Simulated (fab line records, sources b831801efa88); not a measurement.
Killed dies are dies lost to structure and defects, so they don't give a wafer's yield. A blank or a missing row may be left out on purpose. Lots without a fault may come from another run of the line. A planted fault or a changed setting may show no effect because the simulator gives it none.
Problem report in the 8D (eight disciplines) form, filled by code | flow sky130 | the parts of the form that need people (team, actions taken, sign-off) are left out

1. THE PROBLEM
heater_power_total_W at SKY_POLY_CUT_DEHYDRATE_00 reads a mean of 154.75 W on 6 wafers of 2 lots; wafers without a fault read 160.38 W with a standard deviation of 0.12. That is -47 standard deviations from the usual mean.
The step: time 60 s.
First seen on wafer L805.1, day 28 00:16, on litho_track-03. The record holds 36 wafers of 12 lots with a number at this step. Rule for "out", or "out of limits": more than 4 standard deviations from the usual mean. The other wafers with a number count as sound.

2. WHAT IT IS AND WHAT IT IS NOT
question                    | is                                 | is not
which readings at this step | heater_power_total_W, plate_temp_C | exhaust_pa
which lots                  | L805, L806                         | L793, L794, L796, L797, L801, L802, L808, L810, L811, L813
which wafers of those lots  | all that have a number             | -
read on which tools         | litho_track-03                     | litho_track-02, litho_track-04
when                        | from day 28 00:16                  | up to then (18 sound wafers); but 12 sound wafers of L808, L810, L811, L813 came after

3. SUSPECTS, AND WHAT RULES EACH OUT
Counting: a tool at a process step up to the reading stays a suspect if it ran every lot that is out and no sound lot after the first of them.
- litho_track-03 at SKY_POLY_CUT_DEHYDRATE_00 (time 60 s): kept. It ran every lot that is out, first L805 (day 28 00:16), and no sound lot after that; its last sound lot up to then is L796 (day 24 23:31). Its own readings are out on those wafers: heater_power_total_W, plate_temp_C.
Left after counting: litho_track-03 at SKY_POLY_CUT_DEHYDRATE_00.

4. THE CAUSE (what the simulator had put in)
Process parameter drift: litho_track-03, from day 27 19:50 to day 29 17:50, at SKY_POLY_CUT_DEHYDRATE_00. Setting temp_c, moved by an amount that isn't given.
Counting left only this tool.

5. THE CHAIN OF EFFECTS, in route order
Each row: a reading whose mean over the struck wafers that have a number lies more than 3 standard deviations from the usual. Only readings for which the record gives a usual standard deviation are gone through. hours: the time from each lot's start at the first step in this table that gives one to its start at this step, as a median over the lots. sigmas: the change in usual standard deviations.
hours | step                      | reading              | usual    | on struck wafers | change | sigmas
0     | SKY_POLY_CUT_DEHYDRATE_00 | heater_power_total_W | 160.38 W | 154.75           | -5.63  | -47
0     | SKY_POLY_CUT_DEHYDRATE_00 | plate_temp_C         | 199.98 C | 194.44           | -5.53  | -37
The process steps in it:
- SKY_POLY_CUT_DEHYDRATE_00: time 60 s.

6. WHAT WOULD HAVE CAUGHT IT SOONER
In this record the first reading out of limits was taken at day 28 00:16, 4 hours after the fault began at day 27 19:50.
